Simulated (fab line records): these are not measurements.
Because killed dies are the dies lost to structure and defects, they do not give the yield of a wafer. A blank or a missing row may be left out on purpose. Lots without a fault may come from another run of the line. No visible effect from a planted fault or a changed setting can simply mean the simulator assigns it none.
fab line records	flow gf180mcu
record: lots: 5	wafers: 15	last-day: 34
route steps=602 shown CONTACT@293 M1@315
lots untouched by any fault: they come from a run of this same line in which no faults occurred
start-h: hours from the record's first day to the start of the lot's first wafer shown	wait-h: hours from the lot's prior step to this one	" unchanged from the row above	L1.1+2: several wafers, shown together as one row	- no value, or no start was given	* or withheld: withheld	< > ~ a bound
route shown NAME@n: names a module that has steps shown in the file, with the first one's number in the route	usual: average and standard deviation across the fault-free wafers	same: alike in all rows	chamber/n: place in a boat	sites: each site's reading	_std_site: how widely they spread, as a standard deviation	_edge_site: the outer-site mean with the inner-site mean subtracted	radius-mm: how far each site lies from the wafer's centre	mask NAME#n: copy n	behind: tool/chamber where the wafer was last shaped	hold: why the lot went on hold/how many hours it stayed there/how the hold came to an end	device: names the non-switching transistor (n, p or np)	end of line: tests of these same wafers at the route's end	for a step that has no rows: nothing shown but its recipe	killed: dies lost to structure and defects at the first sort, not the wafer's yield	map: a wafer's dies, marking killed ones x, the rest . and places with no die _
set.NAME: the setting the step ran with; set.NAME@STEP: the setting that earlier step ran with	model.NAME: the simulator's own value behind a step, which no gauge read
lots at some steps of the route; a table a step, a row a wafer
services: a tool's chamber out of use, with start hour (start-h, from the record's first day; less than 0 if before it), hours out, and reason
== steps ==
step: GF_CONTACT_DEHYDRATE_06
recipe: temp-c: 200	time-s: 60
lot.wafer	tool	chamber	start-h	wait-h
L079.3+4+6	litho-track-02	0	397.86	10.8
L084.2+3+4	litho-track-04	0	434.41	11.3
L086.1+2+6	litho-track-01	0	455.02	11.6
L088.3+4+5	litho-track-01	0	472.77	11.1
L095.1+4+6	litho-track-01	0	532.72	11.2
step: GF_CONTACT_HMDS_07
recipe: prime-time-s: 60	prime-temp-c: 120
lot.wafer	tool	chamber	start-h	wait-h
L079.3+4+6	litho-track-02	0	398.01	0.1
L084.2+3+4	litho-track-04	0	434.56	0.1
L086.1+2+6	litho-track-01	0	455.17	0.1
L088.3+4+5	litho-track-01	0	472.92	0.1
L095.1+4+6	litho-track-01	0	532.87	0.1
step: GF_CONTACT_COAT_08
recipe: resist: BARC	temp-c: withheld	time-s: withheld	spin-rpm: withheld	resist-thk-nm: withheld
lot.wafer	tool	chamber	start-h	wait-h
L079.3+4+6	litho-track-02	0	398.16	0.1
L084.2+3+4	litho-track-04	0	434.71	0.1
L086.1+2+6	litho-track-01	0	455.32	0.1
L088.3+4+5	litho-track-01	0	473.07	0.1
L095.1+4+6	litho-track-01	0	533.02	0.1
step: GF_CONTACT_COAT_09
recipe: resist: KrF	spin-rpm: withheld	resist-thk-nm: 1000
lot.wafer	tool	chamber	start-h	wait-h
L079.3+4+6	litho-track-02	0	-	-
L084.2+3+4	litho-track-04	0	-	-
L086.1+2+6	litho-track-01	0	-	-
L088.3+4+5	litho-track-01	0	-	-
L095.1+4+6	litho-track-01	0	-	-
step: GF_CONTACT_SOFTBAKE_10
recipe: temp-c: 130	time-s: 60	resist: KrF
lot.wafer	tool	chamber	start-h	wait-h
L079.3+4+6	litho-track-02	0	-	-
L084.2+3+4	litho-track-04	0	-	-
L086.1+2+6	litho-track-01	0	-	-
L088.3+4+5	litho-track-01	0	-	-
L095.1+4+6	litho-track-01	0	-	-
step: GF_CONTACT_EXPOSE_11
recipe: mask-id: Contact	target-cd-nm: 220	na: 0.68	source-shape: conventional	sigma-outer: 0.6	dose-mj: 38
usual: exposure-dose-mJ-cm2: 37.97/0.038
lot.wafer	tool	chamber	start-h	wait-h	mask	exposure-dose-mJ-cm2
L079.3	krf-scanner-01	0	-	-	Contact#0	37.93
L079.4	"	0	"	"	Contact#0	37.95
L079.6	"	0	"	"	Contact#0	37.96
L084.2	krf-scanner-02	0	-	-	Contact#0	38.06
L084.3	"	0	"	"	Contact#0	38.05
L084.4	"	0	"	"	Contact#0	38.06
L086.1	krf-scanner-01	0	-	-	Contact#0	37.94
L086.2	"	0	"	"	Contact#0	37.98
L086.6	"	0	"	"	Contact#0	38.01
L088.3	krf-scanner-01	0	-	-	Contact#0	37.99
L088.4	"	0	"	"	Contact#0	37.96
L088.5	"	0	"	"	Contact#0	37.94
L095.1	krf-scanner-01	0	-	-	Contact#0	38.03
L095.4	"	0	"	"	Contact#0	37.98
L095.6	"	0	"	"	Contact#0	37.97
step: GF_CONTACT_PEB_12
recipe: peb-temp-c: 135	peb-time-s: 90	resist: KrF
lot.wafer	tool	chamber	start-h	wait-h
L079.3+4+6	litho-track-02	0	-	-
L084.2+3+4	litho-track-04	0	-	-
L086.1+2+6	litho-track-04	0	-	-
L088.3+4+5	litho-track-02	0	-	-
L095.1+4+6	litho-track-04	0	-	-
step: GF_CONTACT_DEVELOP_13
recipe: develop-time-s: 60	resist: KrF	dev-temp-c: 21
lot.wafer	tool	chamber	start-h	wait-h
L079.3+4+6	litho-track-02	0	409.71	0.1
L084.2+3+4	litho-track-04	0	446.66	0.2
L086.1+2+6	litho-track-04	0	467.14	0.2
L088.3+4+5	litho-track-02	0	485.41	0.1
L095.1+4+6	litho-track-04	0	545.39	0.2
step: GF_CONTACT_CD_MEAS_14
recipe: target-cd-nm: 220
usual: cd-nm: 219.8/1.7
lot.wafer	tool	chamber	start-h	wait-h	cd-nm
L079.3	cd-sem-01	-	409.85	0.1	219.2
L079.4	"	-	"	"	219.7
L079.6	"	-	"	"	219.3
L084.2	cd-sem-01	-	446.81	0.1	217.8
L084.3	"	-	"	"	217.6
L084.4	"	-	"	"	217.3
L086.1	cd-sem-02	-	467.29	0.1	218.0
L086.2	"	-	"	"	218.7
L086.6	"	-	"	"	218.5
L088.3	cd-sem-01	-	485.55	0.1	220.6
L088.4	"	-	"	"	220.8
L088.5	"	-	"	"	220.5
L095.1	cd-sem-01	-	545.54	0.1	223.4
L095.4	"	-	"	"	220.9
L095.6	"	-	"	"	222.8
step: GF_CONTACT_OVL_MEAS_15
usual: CONTACT_OVL: -1/4.8
lot.wafer	tool	chamber	start-h	wait-h	CONTACT_OVL[nm]
L079.3	overlay-02	-	409.95	0.1	-5
L079.4	"	-	"	"	4
L079.6	"	-	"	"	0
L084.2	overlay-01	-	446.92	0.1	-9
L084.3	"	-	"	"	-7
L084.4	"	-	"	"	2
L086.1	overlay-01	-	467.41	0.1	9
L086.2	"	-	"	"	2
L086.6	"	-	"	"	-7
L088.3	overlay-02	-	485.64	0.1	-1
L088.4	"	-	"	"	1
L088.5	"	-	"	"	7
L095.1	overlay-02	-	545.66	0.1	5
L095.4	"	-	"	"	2
L095.6	"	-	"	"	-4
step: GF_CONTACT_ETCH_16
recipe: chemistry: N2/H2	target-depth-a: withheld	overetch-a: withheld	time-s: withheld	target: BARC	ion-energy-ev: 200	source-w: 500	bias-w: 100	pressure-mtorr: 30	n2-flow-sccm: 100	h2-flow-sccm: 200
usual: drypump-motor-current-A: 5.8/0.41	oes-product-au: 0.854/0.0042	throttle-valve-pct: 13.225/0.0082
lot.wafer	tool	chamber	start-h	wait-h	drypump-motor-current-A	oes-product-au	throttle-valve-pct
L079.3	rie-diel-04	1	409.97	0.0	5.8	0.856	13.229
L079.4	"	0	"	"	5.4	0.856	13.227
L079.6	"	2	"	"	6.0	0.853	13.230
L084.2	rie-diel-01	1	446.95	0.0	6.0	0.852	13.235
L084.3	"	3	"	"	5.1	0.858	13.232
L084.4	"	1	"	"	6.0	0.851	13.230
L086.1	rie-diel-01	2	467.44	0.0	5.7	0.855	13.227
L086.2	"	1	"	"	6.0	0.851	13.233
L086.6	"	1	"	"	6.0	0.852	13.224
L088.3	rie-diel-03	1	485.67	0.0	6.3	0.855	13.223
L088.4	"	0	"	"	5.8	0.849	13.237
L088.5	"	2	"	"	5.7	0.851	13.221
L095.1	rie-diel-03	1	545.69	0.0	6.3	0.848	13.228
L095.4	"	0	"	"	5.8	0.852	13.223
L095.6	"	3	"	"	5.2	0.858	13.214
step: GF_CONTACT_ETCH_17
recipe: chemistry: C4F8/O2/Ar	mask-material: KrF	target: SiO2	stop-on: CoSi2	source-w: 1500	bias-w: 1200	pressure-mtorr: 40	c4f8-flow-sccm: withheld	O2_flow_sccm: 6	Ar_flow_sccm: 300	time-s: withheld	target-depth-a: 8600
usual: oes-product-au: 0.815/0.0053
lot.wafer	tool	chamber	start-h	wait-h	oes-product-au
L079.3	rie-diel-04	1	-	-	0.820
L079.4	"	0	"	"	0.811
L079.6	"	2	"	"	0.817
L084.2	rie-diel-01	1	-	-	0.813
L084.3	"	3	"	"	0.812
L084.4	"	1	"	"	0.812
L086.1	rie-diel-01	2	-	-	0.827
L086.2	"	1	"	"	0.819
L086.6	"	1	"	"	0.821
L088.3	rie-diel-03	1	-	-	0.822
L088.4	"	0	"	"	0.809
L088.5	"	2	"	"	0.817
L095.1	rie-diel-03	1	-	-	0.813
L095.4	"	0	"	"	0.816
L095.6	"	3	"	"	0.815
step: GF_CONTACT_STRIP_18
recipe: chemistry: O2/N2	power-w: 1400	pressure-mtorr: 1500	platen-temp-c: 250	o2-flow-sccm: 3000	n2-flow-sccm: 300	overash-fraction: 0.5
usual: drypump-motor-current-A: 5.97/0.22	heater-power-w: 337/33	oes-product-au: 0.580/0.0055
lot.wafer	tool	chamber	start-h	wait-h	drypump-motor-current-A	heater-power-w	oes-product-au	rf-hours-counter-h
L079.3	plasma-asher-02	0	410.17	-	6.10	328	0.578	-
L079.4	"	1	"	"	5.99	380	0.583	-
L079.6	"	0	"	"	6.11	323	0.579	-
L084.2	plasma-asher-01	1	447.11	-	5.55	379	0.578	84
L084.3	"	1	"	"	5.57	389	0.576	-
L084.4	"	0	"	"	6.45	387	0.584	-
L086.1	plasma-asher-02	1	467.61	-	5.98	364	0.571	65
L086.2	"	0	"	"	6.16	328	0.577	65
L086.6	"	0	"	"	6.11	338	0.587	-
L088.3	plasma-asher-03	0	485.86	-	5.98	284	0.574	-
L088.4	"	1	"	"	5.68	313	0.582	-
L088.5	"	0	"	"	6.01	292	0.579	-
L095.1	plasma-asher-03	1	545.86	-	5.69	310	0.587	43
L095.4	"	0	"	"	6.04	291	0.581	-
L095.6	"	0	"	"	6.00	298	0.582	-
step: GF_CONTACT_CLEAN_19
recipe: chemistry: SPM
lot.wafer	tool	chamber	start-h	wait-h
L079.3+4+6	wet-bench-02	2	410.23	0.0
L084.2+3+4	wet-bench-02	0	447.21	0.1
L086.1+2+6	wet-bench-03	2	467.71	0.1
L088.3+4+5	wet-bench-01	0	485.93	0.0
L095.1+4+6	wet-bench-02	1	545.96	0.1
step: GF_CONTACT_CLEAN_20
recipe: chemistry: DIW
lot.wafer	tool	chamber	start-h	wait-h
L079.3+4+6	wet-bench-03	0	410.32	0.0
L084.2+3+4	wet-bench-03	0	447.31	0.0
L086.1+2+6	wet-bench-02	3	467.80	0.0
L088.3+4+5	wet-bench-02	1	486.02	0.0
L095.1+4+6	wet-bench-01	3	546.05	0.0
step: GF_CONTACT_CLEAN_21
recipe: chemistry: dHF	time-s: 20	dilution: 100:1	dry: ipa-marangoni
lot.wafer	tool	chamber	start-h	wait-h
L079.3+4+6	wet-bench-01	2	410.42	0.0
L084.2+3+4	wet-bench-01	0	447.40	0.0
L086.1+2+6	wet-bench-01	3	467.89	0.0
L088.3+4+5	wet-bench-01	2	486.11	0.0
L095.1+4+6	wet-bench-03	2	546.14	0.0
step: GF_CONTACT_SPUTTER_22
recipe: material: Ti	target-thk-nm: 15	chamber-pressure-pa: 5	power-w: 2500	substrate-temp-c: 200	time-s: 80.02
usual: cathode-dc-power-W: 2500.0/0.46	throttle-valve-pct: 29.7/0.87
lot.wafer	tool	chamber	start-h	wait-h	cathode-dc-power-W	throttle-valve-pct
L079.3	pvd-sputter-04	-	410.43	0.0	2500.0	30.2
L079.4	"	-	"	"	2499.8	32.1
L079.6	"	-	"	"	2500.1	31.7
L084.2	pvd-sputter-03	-	447.41	0.0	2500.4	28.3
L084.3	"	-	"	"	2499.7	29.8
L084.4	"	-	"	"	2499.4	29.4
L086.1	pvd-sputter-02	-	467.91	0.0	2501.1	30.5
L086.2	"	-	"	"	2499.5	29.5
L086.6	"	-	"	"	2499.7	29.4
L088.3	pvd-sputter-02	-	486.13	0.0	2500.6	29.1
L088.4	"	-	"	"	2500.0	30.6
L088.5	"	-	"	"	2499.8	29.1
L095.1	pvd-sputter-02	-	546.15	0.0	2500.5	29.3
L095.4	"	-	"	"	2499.1	30.8
L095.6	"	-	"	"	2500.3	30.6
step: GF_CONTACT_SPUTTER_23
recipe: material: TiN	target-thk-nm: 10	chamber-pressure-pa: 5	power-w: 4000	time-s: 40
usual: cathode-dc-power-W: 4000.1/0.76	throttle-valve-pct: 29.7/0.89
lot.wafer	tool	chamber	start-h	wait-h	cathode-dc-power-W	throttle-valve-pct
L079.3	pvd-sputter-04	-	410.49	0.0	3999.5	30.1
L079.4	"	-	"	"	4000.2	31.9
L079.6	"	-	"	"	4000.3	31.7
L084.2	pvd-sputter-03	-	447.47	0.0	3999.5	28.2
L084.3	"	-	"	"	4000.4	29.5
L084.4	"	-	"	"	4000.8	29.1
L086.1	pvd-sputter-02	-	467.97	0.0	4001.4	30.9
L086.2	"	-	"	"	3999.2	29.4
L086.6	"	-	"	"	4000.2	29.2
L088.3	pvd-sputter-02	-	486.19	0.0	3998.8	29.0
L088.4	"	-	"	"	4000.0	31.2
L088.5	"	-	"	"	4000.1	29.0
L095.1	pvd-sputter-02	-	546.21	0.0	3999.5	28.8
L095.4	"	-	"	"	3999.4	30.8
L095.6	"	-	"	"	3999.3	30.6
step: GF_CONTACT_CVD_24
recipe: material: W	target-thk-nm: 300	time-s: 90.339	temp-c: 400	pressure-torr: 40
usual: heater-power-w: 923/55
lot.wafer	tool	chamber	start-h	wait-h	heater-power-w
L079.3	cvd-w-01	0	410.56	0.1	864
L079.4	"	1	"	"	973
L079.6	"	1	"	"	940
L084.2	cvd-w-01	1	447.51	0.0	919
L084.3	"	0	"	"	871
L084.4	"	1	"	"	937
L086.1	cvd-w-01	1	468.01	0.0	928
L086.2	"	0	"	"	870
L086.6	"	0	"	"	867
L088.3	cvd-w-01	1	486.26	0.1	957
L088.4	"	0	"	"	855
L088.5	"	1	"	"	939
L095.1	cvd-w-01	0	546.25	0.0	848
L095.4	"	0	"	"	851
L095.6	"	0	"	"	857
step: GF_CONTACT_RS_MEAS_25
recipe: thk-meas-gauge: four-point-probe	reads: W_of_CONTACT_CVD_24+TiN_of_CONTACT_SPUTTER_23+Ti_of_CONTACT_SPUTTER_22
usual: CONTACT_W_RS: 0.386/0.0043
lot.wafer	tool	chamber	start-h	wait-h	CONTACT_W_RS[ohm/sq]
L079.3	film-metro-01	-	410.67	0.1	0.388
L079.4	"	-	"	"	0.389
L079.6	"	-	"	"	0.385
L084.2	film-metro-03	-	447.63	0.1	0.392
L084.3	"	-	"	"	0.384
L084.4	"	-	"	"	0.392
L086.1	film-metro-04	-	468.11	0.1	0.384
L086.2	"	-	"	"	0.386
L086.6	"	-	"	"	0.384
L088.3	film-metro-01	-	486.37	0.1	0.383
L088.4	"	-	"	"	0.382
L088.5	"	-	"	"	0.387
L095.1	film-metro-03	-	546.35	0.1	0.380
L095.4	"	-	"	"	0.382
L095.6	"	-	"	"	0.380
step: GF_CONTACT_THK_MEAS_26
recipe: thk-meas-gauge: xrf	reads: W_of_CONTACT_CVD_24
usual: CONTACT_W_THK: 303/3.7
lot.wafer	tool	chamber	start-h	wait-h	CONTACT_W_THK[nm]
L079.3	film-metro-01	-	410.77	0.1	304
L079.4	"	-	"	"	304
L079.6	"	-	"	"	306
L084.2	film-metro-03	-	447.74	0.1	299
L084.3	"	-	"	"	304
L084.4	"	-	"	"	297
L086.1	film-metro-04	-	468.23	0.1	303
L086.2	"	-	"	"	300
L086.6	"	-	"	"	302
L088.3	film-metro-01	-	486.47	0.1	307
L088.4	"	-	"	"	308
L088.5	"	-	"	"	304
L095.1	film-metro-03	-	546.47	0.1	306
L095.4	"	-	"	"	302
L095.6	"	-	"	"	307
step: GF_CONTACT_CMP_27
recipe: stop-on: SiO2	down-force-psi: 3.5	platen-rpm: 60	t-overpolish-s: 15	target-thk-nm: 0	pad-velocity-m-s: 0.94248
usual: motor-current-A: 11.0/0.91	overpolish-run-s: 15.000/0.011	time-to-endpoint-s: 73/3.3
lot.wafer	tool	chamber	start-h	wait-h	motor-current-A	overpolish-run-s	time-to-endpoint-s
L079.3	cmp-02	1	410.81	0.0	9.2	15.006	80
L079.4	"	2	"	"	10.0	15.003	75
L079.6	"	2	"	"	10.7	15.009	75
L084.2	cmp-01	3	447.80	0.0	12.0	15.017	71
L084.3	"	1	"	"	12.4	15.002	75
L084.4	"	2	"	"	10.9	15.019	72
L086.2	cmp-01	0	468.31	0.1	9.9	14.988	71
L086.1	"	2	"	"	10.8	15.008	68
L086.6	"	1	"	"	12.1	14.997	71
L088.4	cmp-01	3	486.81	0.3	11.2	14.977	73
L088.3	"	1	"	"	12.7	14.991	74
L088.5	"	2	"	"	11.3	15.023	75
L095.1	cmp-01	0	546.58	0.1	10.1	14.978	71
L095.4	"	1	"	"	11.8	14.996	73
L095.6	"	3	"	"	11.5	14.992	71
step: GF_M1_SPUTTER_00
recipe: material: Ti	target-thk-nm: 37.5	arriving-ion-energy-ev: 80	substrate-temp-c: 200	chamber-pressure-pa: 2	power-w: 4000	time-s: 150
usual: cathode-dc-power-W: 4000.0/0.73	throttle-valve-pct: 30.2/0.8
lot.wafer	tool	chamber	start-h	wait-h	cathode-dc-power-W	throttle-valve-pct
L079.3	pvd-sputter-01	-	411.11	0.2	3999.5	29.7
L079.4	"	-	"	"	3999.7	30.7
L079.6	"	-	"	"	4000.2	29.9
L084.2	pvd-sputter-01	-	448.10	0.2	4000.7	29.6
L084.3	"	-	"	"	3999.4	29.8
L084.4	"	-	"	"	4000.7	30.4
L086.1	pvd-sputter-04	-	468.61	0.1	4000.3	29.8
L086.2	"	-	"	"	4000.1	32.2
L086.6	"	-	"	"	4000.7	31.0
L088.3	pvd-sputter-02	-	487.06	0.1	4000.8	29.4
L088.4	"	-	"	"	3999.2	29.0
L088.5	"	-	"	"	4000.5	29.3
L095.1	pvd-sputter-04	-	546.83	0.2	3999.2	32.0
L095.4	"	-	"	"	4001.5	29.7
L095.6	"	-	"	"	4000.4	31.0
step: GF_M1_SPUTTER_01
recipe: material: TiN	target-thk-nm: 30	power-w: 6500	time-s: 25	chamber-pressure-pa: 0.4
usual: cathode-dc-power-W: 6500.0/1.2	throttle-valve-pct: 30.2/0.79
lot.wafer	tool	chamber	start-h	wait-h	cathode-dc-power-W	throttle-valve-pct
L079.3	pvd-sputter-01	-	411.21	0.1	6499.3	29.4
L079.4	"	-	"	"	6500.9	30.4
L079.6	"	-	"	"	6499.0	30.0
L084.2	pvd-sputter-01	-	448.20	0.1	6500.1	30.0
L084.3	"	-	"	"	6500.0	30.2
L084.4	"	-	"	"	6500.0	30.3
L086.1	pvd-sputter-04	-	468.71	0.1	6499.8	29.7
L086.2	"	-	"	"	6498.6	31.7
L086.6	"	-	"	"	6500.7	31.1
L088.3	pvd-sputter-02	-	487.16	0.1	6500.0	29.6
L088.4	"	-	"	"	6498.9	29.2
L088.5	"	-	"	"	6498.3	29.4
L095.1	pvd-sputter-04	-	546.93	0.1	6500.4	31.9
L095.4	"	-	"	"	6500.7	30.1
L095.6	"	-	"	"	6500.4	31.4
step: GF_M1_SPUTTER_02
recipe: material: AlCu	target-thk-nm: 450	power-w: 10600	time-s: 23.9	chamber-pressure-pa: 0.4
usual: cathode-dc-power-W: 10600/2.2	throttle-valve-pct: 30.2/0.81
lot.wafer	tool	chamber	start-h	wait-h	cathode-dc-power-W	throttle-valve-pct
L079.3	pvd-sputter-01	-	411.24	0.0	10602	29.1
L079.4	"	-	"	"	10599	30.4
L079.6	"	-	"	"	10604	29.9
L084.2	pvd-sputter-01	-	448.23	0.0	10600	29.9
L084.3	"	-	"	"	10600	29.8
L084.4	"	-	"	"	10599	30.2
L086.1	pvd-sputter-04	-	468.74	0.0	10597	29.6
L086.2	"	-	"	"	10601	31.9
L086.6	"	-	"	"	10599	31.3
L088.3	pvd-sputter-02	-	487.19	0.0	10600	29.4
L088.4	"	-	"	"	10595	29.1
L088.5	"	-	"	"	10599	29.3
L095.1	pvd-sputter-04	-	546.96	0.0	10601	31.8
L095.4	"	-	"	"	10600	30.0
L095.6	"	-	"	"	10597	31.3
step: GF_M1_SPUTTER_03
recipe: material: Ti	target-thk-nm: 10	substrate-temp-c: 300	chamber-pressure-pa: 0.3	power-w: 3000	time-s: 6.7
usual: cathode-dc-power-W: 2999.9/0.53	throttle-valve-pct: 30.2/0.81
lot.wafer	tool	chamber	start-h	wait-h	cathode-dc-power-W	throttle-valve-pct
L079.3	pvd-sputter-01	-	411.27	0.0	3000.1	29.5
L079.4	"	-	"	"	2999.8	30.3
L079.6	"	-	"	"	2999.7	29.8
L084.2	pvd-sputter-01	-	448.26	0.0	2999.3	29.9
L084.3	"	-	"	"	2998.7	30.0
L084.4	"	-	"	"	3000.3	30.1
L086.1	pvd-sputter-04	-	468.77	0.0	3000.5	29.9
L086.2	"	-	"	"	2999.5	32.2
L086.6	"	-	"	"	3000.2	31.3
L088.3	pvd-sputter-02	-	487.22	0.0	3000.3	29.7
L088.4	"	-	"	"	2999.8	28.9
L088.5	"	-	"	"	2999.4	29.4
L095.1	pvd-sputter-04	-	546.99	0.0	3000.4	32.0
L095.4	"	-	"	"	3000.6	29.5
L095.6	"	-	"	"	3000.5	31.0
step: GF_M1_SPUTTER_04
recipe: material: TiN	target-thk-nm: 50	power-w: 6500	time-s: 41.7	chamber-pressure-pa: 0.4
usual: cathode-dc-power-W: 6499.9/1.2	throttle-valve-pct: 30.2/0.79
lot.wafer	tool	chamber	start-h	wait-h	cathode-dc-power-W	throttle-valve-pct
L079.3	pvd-sputter-01	-	411.29	0.0	6500.1	29.3
L079.4	"	-	"	"	6499.9	30.3
L079.6	"	-	"	"	6497.5	29.8
L084.2	pvd-sputter-01	-	448.28	0.0	6498.8	29.8
L084.3	"	-	"	"	6499.6	29.6
L084.4	"	-	"	"	6501.1	30.4
L086.1	pvd-sputter-04	-	468.79	0.0	6499.7	29.9
L086.2	"	-	"	"	6500.6	31.8
L086.6	"	-	"	"	6499.2	31.5
L088.3	pvd-sputter-02	-	487.24	0.0	6501.0	29.7
L088.4	"	-	"	"	6499.9	29.1
L088.5	"	-	"	"	6502.2	29.1
L095.1	pvd-sputter-04	-	547.02	0.0	6500.6	32.0
L095.4	"	-	"	"	6499.4	29.8
L095.6	"	-	"	"	6498.4	31.3
step: GF_M1_RS_MEAS_05
recipe: thk-meas-gauge: four-point-probe	reads: TiN_of_M1_SPUTTER_04+Ti_of_M1_SPUTTER_03+AlCu_of_M1_SPUTTER_02+TiN_of_M1_SPUTTER_01+Ti_of_M1_SPUTTER_00
usual: M1_ALCU_RS: 0.0695/0.00086
lot.wafer	tool	chamber	start-h	wait-h	M1_ALCU_RS[ohm/sq]
L079.3	film-metro-04	-	411.37	0.1	0.0694
L079.4	"	-	"	"	0.0696
L079.6	"	-	"	"	0.0689
L084.2	film-metro-02	-	448.34	0.0	0.0704
L084.3	"	-	"	"	0.0698
L084.4	"	-	"	"	0.0697
L086.1	film-metro-04	-	468.83	0.0	0.0702
L086.2	"	-	"	"	0.0693
L086.6	"	-	"	"	0.0702
L088.3	film-metro-01	-	487.32	0.1	0.0703
L088.4	"	-	"	"	0.0701
L088.5	"	-	"	"	0.0700
L095.1	film-metro-04	-	547.05	0.0	0.0689
L095.4	"	-	"	"	0.0694
L095.6	"	-	"	"	0.0703
step: GF_M1_THK_MEAS_06
recipe: thk-meas-gauge: xrf	reads: AlCu_of_M1_SPUTTER_02
usual: M1_ALCU_THK: 448/6.5
lot.wafer	tool	chamber	start-h	wait-h	M1_ALCU_THK[nm]
L079.3	film-metro-04	-	411.47	0.1	449
L079.4	"	-	"	"	449
L079.6	"	-	"	"	456
L084.2	film-metro-02	-	448.45	0.1	438
L084.3	"	-	"	"	443
L084.4	"	-	"	"	442
L086.1	film-metro-04	-	468.95	0.1	445
L086.2	"	-	"	"	450
L086.6	"	-	"	"	445
L088.3	film-metro-01	-	487.42	0.1	444
L088.4	"	-	"	"	449
L088.5	"	-	"	"	448
L095.1	film-metro-04	-	547.17	0.1	453
L095.4	"	-	"	"	449
L095.6	"	-	"	"	447
== services ==
tool	chamber	start-h	hours	kind
rie-diel-01	1	387.73	2.6	repair
cmp-01	-	404.00	4.0	pm
rie-diel-04	3	405.92	4.4	repair
cvd-w-01	-	408.36	2.1	repair
cmp-01	-	417.00	2.2	repair
krf-scanner-01	-	425.84	4.0	pm
plasma-asher-03	-	427.28	0.4	repair
rie-diel-04	0	428.64	3.8	repair
rie-diel-03	1	430.05	2.8	repair
krf-scanner-01	-	434.24	1.3	pm
krf-scanner-01	-	444.06	1.0	pm
rie-diel-03	0	457.66	23.7	repair
pvd-sputter-04	-	469.08	10.9	repair
rie-diel-01	-	476.44	1.3	repair
pvd-sputter-04	-	485.98	2.2	repair
rie-diel-03	-	493.58	4.0	pm
cvd-w-01	0	502.74	6.7	repair
rie-diel-01	3	505.38	3.6	repair
pvd-sputter-01	-	506.24	3.5	repair
rie-diel-03	0	507.04	1.5	repair
rie-diel-01	-	513.36	2.8	pm
rie-diel-01	0	538.25	4.3	repair
krf-scanner-01	-	540.09	0.8	pm
pvd-sputter-01	-	540.95	2.3	repair
== key ==
fault none
